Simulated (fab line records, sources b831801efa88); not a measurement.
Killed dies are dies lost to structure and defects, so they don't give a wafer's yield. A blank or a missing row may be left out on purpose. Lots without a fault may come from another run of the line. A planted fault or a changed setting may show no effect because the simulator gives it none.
Chamber matching | flow sky130 | SKY_VIA4_CMP_02 on cmp-01: 4 sister chambers
The step polishes SiO2. 8 wafers are shown with their chamber, then 8 later ones without.

WAFERS WITH THEIR CHAMBER
wafer  | chamber | motor_current_A (A)
L591.1 | 1       | 14.7
L592.2 | 0       | 13.0
L596.2 | 0       | 13.8
L596.4 | 1       | 14.0
L596.6 | 3       | 12.8
L597.1 | 3       | 12.8
L597.6 | 2       | 12.3
L598.3 | 2       | 12.5

WAFERS WITHOUT THEIR CHAMBER
wafer  | motor_current_A (A)
L598.5 | 14.4
L598.6 | 13.5
L601.2 | 12.6
L601.3 | 14.1
L601.6 | 13.6
L607.1 | 12.6
L607.2 | 11.8
L607.6 | 13.2

WHICH CHAMBER EACH WENT THROUGH
wafer  | from the rows above          | in truth
L598.5 | 1                            | 1
L598.6 | can't be placed: 0 or 3 or 1 | 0
L601.2 | can't be placed: 2 or 3 or 0 | 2
L601.3 | can't be placed: 1 or 0      | 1
L601.6 | can't be placed: 0 or 1 or 3 | 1
L607.1 | can't be placed: 2 or 3 or 0 | 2
L607.2 | can't be placed: 2 or 3      | 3
L607.6 | can't be placed: 0 or 3 or 2 | 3
Placed correctly: 1 of 8. Can't be placed from these rows: 7 (the true chamber is among the candidates in 7). Placed wrongly: 0.
How it was worked out, from the rows above alone: a wafer's distance from a chamber is the root of the sum, over the readings, of the square of ((its reading less the chamber's mean) divided by the reading's scatter). The wafer belongs to the nearest chamber; if the next one is less than 2 further off, it can't be placed. A chamber's mean is the mean of its shown wafers. The scatter: the root of (the sum of the squares of (reading less its chamber's mean) over the shown wafers, divided by (wafers less chambers)).
